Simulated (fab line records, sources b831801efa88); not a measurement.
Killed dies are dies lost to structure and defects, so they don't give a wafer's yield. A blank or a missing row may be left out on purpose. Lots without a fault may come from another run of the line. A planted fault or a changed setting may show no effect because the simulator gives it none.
Which tool did it? | flow gf180mcu | 14 lots, 42 wafers sampled, at 3 steps of a route of 602

WHAT THE GAUGES READ, wafer by wafer
GF_VT_IMPLANT_TW_MEAS_21. Usual: VT_IMPLANT_2_TW 1218, standard deviation 11.
lot  | measured     | on            | VT_IMPLANT_2_TW | flag
L133 | day 6 05:55  | film_metro-02 | 1231 1232 1237  |
L134 | day 6 09:29  | film_metro-02 | 1234 1228 1236  |
L136 | day 6 22:49  | film_metro-02 | 1233 1243 1228  |
L137 | day 7 10:31  | film_metro-02 | 1228 1229 1225  |
L138 | day 7 15:58  | film_metro-04 | 1209 1213 1212  |
L139 | day 7 18:52  | film_metro-03 | 1210 1210 1213  |
L150 | day 10 17:47 | film_metro-04 | 1214 1220 1206  |
L151 | day 10 23:59 | film_metro-02 | 1222 1224 1229  |
L153 | day 11 13:21 | film_metro-04 | 1210 1210 1221  |
L154 | day 11 17:48 | film_metro-02 | 1222 1222 1231  |
L155 | day 12 00:40 | film_metro-02 | 1234 1229 1229  |
L156 | day 12 08:58 | film_metro-03 | 1199 1207 1201  |

GF_VT_IMPLANT_OVL_MEAS_29. Usual: VT_IMPLANT_02_OVL -0.7 nm, standard deviation 1.4.
lot  | measured     | on         | VT_IMPLANT_02_OVL (nm) | flag
L133 | day 6 20:28  | overlay-01 | -0.8 -0.4 -0.7         |
L134 | day 7 00:25  | overlay-02 | -1.4 0.8 -0.1          |
L136 | day 7 14:14  | overlay-02 | -0.6 -1.1 1.6          |
L137 | day 8 02:19  | overlay-02 | -0.3 0.3 -0.7          |
L138 | day 8 07:48  | overlay-01 | -3.1 -2.9 -2.6         |
L139 | day 8 11:18  | overlay-02 | -2.5 -0.2 -1.0         |
L150 | day 11 12:28 | overlay-01 | -0.5 -0.7 -2.0         |
L151 | day 11 18:07 | overlay-01 | 0.8 1.5 1.8            |
L153 | day 12 07:13 | overlay-02 | -1.9 -2.3 -2.5         |
L154 | day 12 13:10 | overlay-02 | 0.6 1.1 0.2            |
L155 | day 12 19:44 | overlay-01 | -2.5 -1.2 -2.2         |
L156 | day 13 04:06 | overlay-01 | 0.0 0.4 -1.0           |

WHICH TOOL RAN EACH LOT (tool, then ch and the chambers of the sampled wafers, then the start)
lot  | GF_STI_OXIDATION_29
L133 | furnace-01 ch 0, day 2 04:13
L134 | furnace-01 ch 0, day 2 09:20
L136 | furnace-01 ch 0, day 2 18:46
L137 | furnace-02 ch 0, day 3 04:13
L138 | furnace-01 ch 0, day 3 07:24
L139 | furnace-02 ch 0, day 3 11:01
L141 | furnace-02, day 4 03:13
L142 | furnace-02, day 4 03:13
L150 | furnace-02 ch 0, day 5 20:14
L151 | furnace-02 ch 0, day 6 01:42
L153 | furnace-02 ch 0, day 6 11:31
L154 | furnace-01 ch 0, day 6 16:26
L155 | furnace-02 ch 0, day 6 21:56
L156 | furnace-01 ch 0, day 7 04:07
- GF_STI_OXIDATION_29: stabilise 600 s, purge 300 s, target thk 10 nm.

WHAT THE TOOLS THEMSELVES READ (means of the sampled wafers that have a number; where no wafer has one, the mark that the record gives instead)
GF_STI_OXIDATION_29. Usual: ox_temp_c 900.0 C, standard deviation 0.42; ox_temp_c_max 903.8, standard deviation 0.77.
lot  | tool       | ox_temp_c (C) | ox_temp_c_max | flag
L133 | furnace-01 | 900.0         | 904.2         |
L134 | furnace-01 | 900.0         | 903.9         |
L136 | furnace-01 | 900.2         | 903.7         |
L137 | furnace-02 | 900.5         | 903.9         |
L138 | furnace-01 | 899.6         | 903.1         |
L139 | furnace-02 | 899.6         | 903.4         |
L141 | furnace-02 | -             | -             | OFF
L142 | furnace-02 | -             | -             | OFF
L150 | furnace-02 | 899.9         | 903.6         |
L151 | furnace-02 | 899.8         | 904.2         |
L153 | furnace-02 | 900.0         | 903.5         |
L154 | furnace-01 | 900.4         | 904.0         |
L155 | furnace-02 | 899.8         | 903.3         |
L156 | furnace-01 | 900.6         | 904.1         |

THE ANSWER, worked out from the rows above alone
Rule: a lot is off if the mean of its wafers that have a number lies more than 3 standard deviations from the usual mean. A lot without any number at a reading at which 4 lots or more have one is off too. The other lots that the step has rows for count as sound. The gauges are gone through in route order, then the tools' own readings, and for those a lot's mean is taken as printed above. The first step at which some lot is off is used, and at that step the reading that is off furthest; a lot without a number counts as furthest.
Off: L141, L142, at GF_STI_OXIDATION_29 (ox_temp_c). Without a number there: L141, L142.
A tool fits if, at that step or a process step before it, it ran every lot that is off, and no sound lot after the first of them. None of those tried fits.

WHAT THE SIMULATOR HAD PUT IN
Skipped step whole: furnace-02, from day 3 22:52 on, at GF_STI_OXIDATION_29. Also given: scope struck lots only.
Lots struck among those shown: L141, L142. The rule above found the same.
